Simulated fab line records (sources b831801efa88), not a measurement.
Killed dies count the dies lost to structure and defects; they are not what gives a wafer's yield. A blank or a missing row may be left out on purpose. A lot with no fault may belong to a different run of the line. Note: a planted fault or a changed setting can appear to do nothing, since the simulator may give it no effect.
fab line records | flow sky130
[record] lots = 13 | wafers = 39 | lastDay = 50
route steps=708 shown FIELD_ISO@24 DNWELL@44 VT_ADJUST_HVTP@92 VT_ADJUST_LVTN@105
lots that met no fault: from a run of the same line without faults
startH: the number of hours between the record's first day and the start of the first shown wafer of the lot | waitH: hours elapsed since this lot's preceding step | " as in the row above | L1.1+2: a single row standing in for several wafers | - either no value or no given start | * or withheld: withheld | < > ~ a bound
route shown NAME@n: names a module that has steps shown in the file, with the first one's number in the route | usual: average and standard deviation across the fault-free wafers | same: alike in all rows | chamber/n: place in a boat | sites: readings site by site | _std_site: standard deviation across them | _edge_site: inner sites' mean taken away from outer sites' mean | radiusMm: how far each site lies from the wafer's centre | mask NAME#n: copy n | behind: the last tool/chamber to shape the wafer | hold: why the lot went on hold/how many hours it stayed there/how the hold came to an end | device: the transistor (n, p or np) that didn't switch | end of line: tests run on the same wafers once the route is complete | a step without rows: its recipe alone | killed: dies that structure and defects cost at the first sort, which is not the same as the wafer's yield | map: the dies of a wafer, with x for killed, . for not killed, _ for no die there
set.NAME: the run value of the setting; set.NAME@STEP: its run value at that earlier step | model.NAME: the simulator's own value behind a step, which no gauge read
a sample of lots followed through the steps of the route, with each step as a table and each wafer as a row
services: when a tool's chamber went out of use (startH, in hours from the record's first day, below 0 if earlier), for how many hours, and the reason
[[steps]]
[step SKY_FIELD_ISO_THK_MEAS_23]
[recipe] reads = SiO2_of_FIELD_ISO_OXIDATION_22
[usual] FIELD_ISO_OXIDATION_01_THK = 10.16/0.2
lot.wafer | tool         | chamber | startH | waitH | FIELD_ISO_OXIDATION_01_THK[nm]
L136.2    | filmMetro-03 | -       | 30.37  | 0.0   | 10.04
L136.3    | "            | -       | "      | "     | 10.18
L136.5    | "            | -       | "      | "     | 9.94
L137.1    | filmMetro-01 | -       | 36.22  | 0.0   | 9.83
L137.4    | "            | -       | "      | "     | 10.00
L137.6    | "            | -       | "      | "     | 9.87
L140.2    | filmMetro-01 | -       | 55.88  | 0.0   | 10.64
L140.3    | "            | -       | "      | "     | 10.77
L140.5    | "            | -       | "      | "     | 10.53
L143.3    | filmMetro-03 | -       | 70.16  | 0.0   | 9.86
L143.4    | "            | -       | "      | "     | 9.81
L143.5    | "            | -       | "      | "     | 9.87
L144.3    | filmMetro-01 | -       | 76.46  | 0.0   | 10.44
L144.4    | "            | -       | "      | "     | 10.17
L144.5    | "            | -       | "      | "     | 10.43
L145.1    | filmMetro-01 | -       | 83.56  | 0.0   | 10.33
L145.4    | "            | -       | "      | "     | 10.34
L145.5    | "            | -       | "      | "     | 10.30
L147.2    | filmMetro-03 | -       | 94.31  | 0.0   | 10.27
L147.3    | "            | -       | "      | "     | 10.24
L147.4    | "            | -       | "      | "     | 10.06
L149.1    | filmMetro-01 | -       | 99.08  | 0.0   | 10.18
L149.4    | "            | -       | "      | "     | 10.35
L149.6    | "            | -       | "      | "     | 10.47
L154.1    | filmMetro-01 | -       | 124.72 | 0.0   | 10.24
L154.2    | "            | -       | "      | "     | 10.02
L154.3    | "            | -       | "      | "     | 10.10
L155.2    | filmMetro-04 | -       | 132.70 | 0.0   | 10.05
L155.4    | "            | -       | "      | "     | 10.14
L155.5    | "            | -       | "      | "     | 9.93
L156.3    | filmMetro-04 | -       | 136.64 | 0.0   | 10.02
L156.4    | "            | -       | "      | "     | 10.16
L156.5    | "            | -       | "      | "     | 9.97
L158.2    | filmMetro-03 | -       | 146.64 | 0.0   | 10.04
L158.3    | "            | -       | "      | "     | 10.04
L158.4    | "            | -       | "      | "     | 10.07
L159.2    | filmMetro-03 | -       | 151.41 | 0.0   | 9.99
L159.5    | "            | -       | "      | "     | 9.97
L159.6    | "            | -       | "      | "     | 10.01
[step SKY_DNWELL_TW_MEAS_09]
[usual] DNWELL_TW = 1121/5.8
lot.wafer | tool         | chamber | startH | waitH | DNWELL_TW
L136.2    | filmMetro-02 | -       | 50.18  | 0.1   | 1115
L136.3    | "            | -       | "      | "     | 1110
L136.5    | "            | -       | "      | "     | 1116
L137.1    | filmMetro-02 | -       | 56.36  | 0.1   | 1127
L137.4    | "            | -       | "      | "     | 1118
L137.6    | "            | -       | "      | "     | 1120
L140.2    | filmMetro-02 | -       | 76.40  | 0.1   | 1120
L140.3    | "            | -       | "      | "     | 1117
L140.5    | "            | -       | "      | "     | 1115
L143.3    | filmMetro-04 | -       | 91.17  | 0.1   | 1128
L143.4    | "            | -       | "      | "     | 1130
L143.5    | "            | -       | "      | "     | 1130
L144.3    | filmMetro-02 | -       | 97.71  | 0.1   | 1132
L144.4    | "            | -       | "      | "     | 1123
L144.5    | "            | -       | "      | "     | 1121
L145.1    | filmMetro-04 | -       | 111.15 | 0.1   | 1118
L145.4    | "            | -       | "      | "     | 1125
L145.5    | "            | -       | "      | "     | 1121
L147.2    | filmMetro-04 | -       | 119.96 | 0.1   | 1115
L147.3    | "            | -       | "      | "     | 1109
L147.4    | "            | -       | "      | "     | 1112
L149.1    | filmMetro-04 | -       | 122.94 | 0.1   | 1119
L149.4    | "            | -       | "      | "     | 1113
L149.6    | "            | -       | "      | "     | 1114
L154.1    | filmMetro-02 | -       | 147.76 | 0.1   | 1117
L154.2    | "            | -       | "      | "     | 1110
L154.3    | "            | -       | "      | "     | 1115
L155.2    | filmMetro-02 | -       | 159.27 | 0.1   | 1116
L155.4    | "            | -       | "      | "     | 1119
L155.5    | "            | -       | "      | "     | 1119
L156.3    | filmMetro-04 | -       | 163.07 | 0.1   | 1127
L156.4    | "            | -       | "      | "     | 1126
L156.5    | "            | -       | "      | "     | 1126
L158.2    | filmMetro-02 | -       | 173.60 | 0.1   | 1114
L158.3    | "            | -       | "      | "     | 1114
L158.4    | "            | -       | "      | "     | 1125
L159.2    | filmMetro-02 | -       | 177.71 | 0.1   | 1123
L159.5    | "            | -       | "      | "     | 1123
L159.6    | "            | -       | "      | "     | 1127
[step SKY_VT_ADJUST_HVTP_CD_MEAS_07]
[recipe] targetCdNm = 380
[usual] cdNm = 379.7/2.4
lot.wafer | tool     | chamber | startH | waitH | cdNm
L136.2    | cdSem-02 | -       | 118.00 | 0.1   | 377.4
L136.3    | "        | -       | "      | "     | 378.3
L136.5    | "        | -       | "      | "     | 377.4
L137.1    | cdSem-02 | -       | 126.30 | 0.1   | 383.7
L137.4    | "        | -       | "      | "     | 382.4
L137.6    | "        | -       | "      | "     | 379.4
L140.2    | cdSem-01 | -       | 148.43 | 0.1   | 377.8
L140.3    | "        | -       | "      | "     | 379.6
L140.5    | "        | -       | "      | "     | 376.2
L143.3    | cdSem-02 | -       | 166.69 | 0.1   | 378.4
L143.4    | "        | -       | "      | "     | 379.0
L143.5    | "        | -       | "      | "     | 376.9
L144.3    | cdSem-01 | -       | 173.95 | 0.1   | 380.7
L144.4    | "        | -       | "      | "     | 381.7
L144.5    | "        | -       | "      | "     | 380.7
L145.1    | cdSem-02 | -       | 190.21 | 0.1   | 380.9
L145.4    | "        | -       | "      | "     | 381.1
L145.5    | "        | -       | "      | "     | 380.3
L147.2    | cdSem-02 | -       | 200.30 | 0.1   | 378.8
L147.3    | "        | -       | "      | "     | 380.2
L147.4    | "        | -       | "      | "     | 375.9
L149.1    | cdSem-02 | -       | 203.35 | 0.1   | 377.2
L149.4    | "        | -       | "      | "     | 376.1
L149.6    | "        | -       | "      | "     | 376.0
L154.1    | cdSem-02 | -       | 233.90 | 0.1   | 378.4
L154.2    | "        | -       | "      | "     | 383.6
L154.3    | "        | -       | "      | "     | 381.8
L155.2    | cdSem-01 | -       | 247.35 | 0.1   | 378.7
L155.4    | "        | -       | "      | "     | 378.7
L155.5    | "        | -       | "      | "     | 379.5
L156.3    | cdSem-02 | -       | 252.05 | 0.1   | 379.4
L156.4    | "        | -       | "      | "     | 378.3
L156.5    | "        | -       | "      | "     | 376.8
L158.2    | cdSem-01 | -       | 263.97 | 0.1   | 377.1
L158.3    | "        | -       | "      | "     | 378.1
L158.4    | "        | -       | "      | "     | 377.3
L159.2    | cdSem-01 | -       | 268.52 | 0.1   | 379.0
L159.5    | "        | -       | "      | "     | 379.2
L159.6    | "        | -       | "      | "     | 376.3
[step SKY_VT_ADJUST_LVTN_IMPLANT_08]
[recipe] species = B | energyKev = 30 | doseCm2 = 1.57e+12 | tiltDeg = withheld
[usual] doseIonsCm2 = 1.5699e+12/1.9e+09 | faradayCurrentUA = 8.86/0.18
lot.wafer | tool         | chamber | startH | waitH | doseIonsCm2 | faradayCurrentUA
L136.2    | implanter-03 | 0       | 137.51 | 0.0   | 1.5688e+12  | 8.90
L136.3    | "            | 0       | "      | "     | 1.5706e+12  | 8.78
L136.5    | "            | 0       | "      | "     | 1.57e+12    | 8.82
L137.1    | implanter-03 | 0       | 145.70 | 0.0   | 1.5697e+12  | 8.75
L137.4    | "            | 0       | "      | "     | 1.5705e+12  | 9.06
L137.6    | "            | 0       | "      | "     | 1.5692e+12  | 8.98
L140.2    | implanter-03 | 0       | 168.81 | 0.0   | 1.569e+12   | 9.12
L140.3    | "            | 0       | "      | "     | 1.5723e+12  | 8.52
L140.5    | "            | 0       | "      | "     | 1.5736e+12  | 9.06
L143.3    | implanter-04 | 0       | 187.53 | 0.1   | 1.5696e+12  | 8.88
L143.4    | "            | 0       | "      | "     | 1.5717e+12  | 9.05
L143.5    | "            | 0       | "      | "     | 1.5691e+12  | 9.05
L144.3    | implanter-02 | 0       | 195.77 | 0.1   | 1.5664e+12  | 8.62
L144.4    | "            | 0       | "      | "     | 1.5653e+12  | 8.47
L144.5    | "            | 0       | "      | "     | 1.5699e+12  | 9.29
L145.1    | implanter-03 | 0       | 211.37 | 0.0   | 1.567e+12   | 8.61
L145.4    | "            | 0       | "      | "     | 1.5709e+12  | 8.86
L145.5    | "            | 0       | "      | "     | 1.5677e+12  | 8.49
L147.2    | implanter-04 | 0       | 222.67 | 0.0   | 1.5711e+12  | 8.72
L147.3    | "            | 0       | "      | "     | 1.5691e+12  | 8.75
L147.4    | "            | 0       | "      | "     | 1.5695e+12  | 8.71
L149.1    | implanter-03 | 0       | 226.43 | 0.0   | 1.572e+12   | 8.89
L149.4    | "            | 0       | "      | "     | 1.5705e+12  | 8.76
L149.6    | "            | 0       | "      | "     | 1.5701e+12  | 8.80
L154.1    | implanter-04 | 0       | 257.52 | 0.0   | 7.709e+11   | 4.35
L154.2    | "            | 0       | "      | "     | 7.7e+11     | 4.30
L154.3    | "            | 0       | "      | "     | 7.725e+11   | 4.20
L155.2    | implanter-04 | 0       | 272.27 | 0.0   | 7.7e+11     | 4.34
L155.4    | "            | 0       | "      | "     | 7.714e+11   | 4.32
L155.5    | "            | 0       | "      | "     | 7.73e+11    | 4.27
L156.3    | implanter-04 | 0       | 276.72 | 0.1   | 7.687e+11   | 4.26
L156.4    | "            | 0       | "      | "     | 7.709e+11   | 4.30
L156.5    | "            | 0       | "      | "     | 7.691e+11   | 4.31
L158.2    | implanter-03 | 0       | 288.55 | 0.0   | 1.5689e+12  | 8.74
L158.3    | "            | 0       | "      | "     | 1.5677e+12  | 8.85
L158.4    | "            | 0       | "      | "     | 1.5685e+12  | 8.79
L159.2    | implanter-03 | 0       | 293.76 | 0.0   | 1.5695e+12  | 8.62
L159.5    | "            | 0       | "      | "     | 1.5714e+12  | 9.05
L159.6    | "            | 0       | "      | "     | 1.5717e+12  | 8.88
[step SKY_VT_ADJUST_LVTN_TW_MEAS_10]
[usual] VT_ADJUST_LVTN_TW = 241.8/1.7
lot.wafer | tool         | chamber | startH | waitH | VT_ADJUST_LVTN_TW
L136.2    | filmMetro-02 | -       | 137.74 | 0.1   | 243.0
L136.3    | "            | -       | "      | "     | 243.6
L136.5    | "            | -       | "      | "     | 242.7
L137.1    | filmMetro-01 | -       | 145.95 | 0.1   | 240.7
L137.4    | "            | -       | "      | "     | 242.5
L137.6    | "            | -       | "      | "     | 240.9
L140.2    | filmMetro-02 | -       | 169.04 | 0.1   | 244.3
L140.3    | "            | -       | "      | "     | 242.1
L140.5    | "            | -       | "      | "     | 244.2
L143.3    | filmMetro-01 | -       | 187.75 | 0.1   | 239.7
L143.4    | "            | -       | "      | "     | 241.5
L143.5    | "            | -       | "      | "     | 240.4
L144.3    | filmMetro-01 | -       | 195.99 | 0.1   | 238.9
L144.4    | "            | -       | "      | "     | 239.3
L144.5    | "            | -       | "      | "     | 239.7
L145.1    | filmMetro-01 | -       | 211.62 | 0.1   | 239.5
L145.4    | "            | -       | "      | "     | 240.6
L145.5    | "            | -       | "      | "     | 238.9
L147.2    | filmMetro-01 | -       | 222.91 | 0.1   | 239.3
L147.3    | "            | -       | "      | "     | 239.4
L147.4    | "            | -       | "      | "     | 239.6
L149.1    | filmMetro-02 | -       | 226.68 | 0.1   | 242.8
L149.4    | "            | -       | "      | "     | 242.7
L149.6    | "            | -       | "      | "     | 242.2
L154.1    | filmMetro-04 | -       | 257.77 | 0.1   | 198.5
L154.2    | "            | -       | "      | "     | 198.4
L154.3    | "            | -       | "      | "     | 198.0
L155.2    | filmMetro-02 | -       | 272.51 | 0.1   | 198.8
L155.4    | "            | -       | "      | "     | 197.1
L155.5    | "            | -       | "      | "     | 198.3
L156.3    | filmMetro-01 | -       | 276.94 | 0.1   | 196.8
L156.4    | "            | -       | "      | "     | 196.5
L156.5    | "            | -       | "      | "     | 195.9
L158.2    | filmMetro-04 | -       | 288.78 | 0.1   | 243.4
L158.3    | "            | -       | "      | "     | 244.7
L158.4    | "            | -       | "      | "     | 243.3
L159.2    | filmMetro-01 | -       | 293.99 | 0.1   | 240.5
L159.5    | "            | -       | "      | "     | 241.8
L159.6    | "            | -       | "      | "     | 241.9
[[services]]
tool         | chamber | startH | hours | kind
implanter-04 | -       | 128.21 | 5.1   | pm
implanter-02 | -       | 129.83 | 1.8   | pm
implanter-02 | -       | 199.77 | 0.8   | repair
implanter-02 | -       | 212.47 | 16.4  | pm
implanter-02 | -       | 245.81 | 2.0   | repair
implanter-04 | -       | 247.83 | 2.5   | pm
[[key]]
[firstSign] step = SKY_VT_ADJUST_LVTN_IMPLANT_08 | reading = doseIonsCm2 | direction = down | sigmas = 99+ | usual = * | struck = *
[effect] step = SKY_VT_ADJUST_LVTN_IMPLANT_08 | reading = faradayCurrentUA | direction = down | sigmas = 25 | usual = 8.86 | struck = 4.29
[effect] step = SKY_VT_ADJUST_LVTN_TW_MEAS_10 | reading = VT_ADJUST_LVTN_TW | direction = down | sigmas = 26 | usual = 241.8 | struck = 197.6
metAt SKY_VT_ADJUST_LVTN_IMPLANT_08
struckLots L154,L155,L156
testerLeftOut L154,L155,L156
notActingAt SKY_FIELD_ISO_THK_MEAS_23,SKY_DNWELL_TW_MEAS_09,SKY_VT_ADJUST_HVTP_CD_MEAS_07
onsetBetween 222.67 257.52
[fault] kind = processParameterDrift | tool = implanter-04 | chamber = - | onsetH = 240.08 | steps = SKY_VT_ADJUST_LVTN_IMPLANT_08 | channel = doseCm2 | offset = * | shape = step | endH = 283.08 | actsIn = * | stated = *
// testerLeftOut: of these lots the tester's yield and bins aren't shown, on N5 and GAA mostly nor the transistor test; their killed dies are dies lost to structure and defects alone, not to doping, threshold or leakage, so they don't give the yield
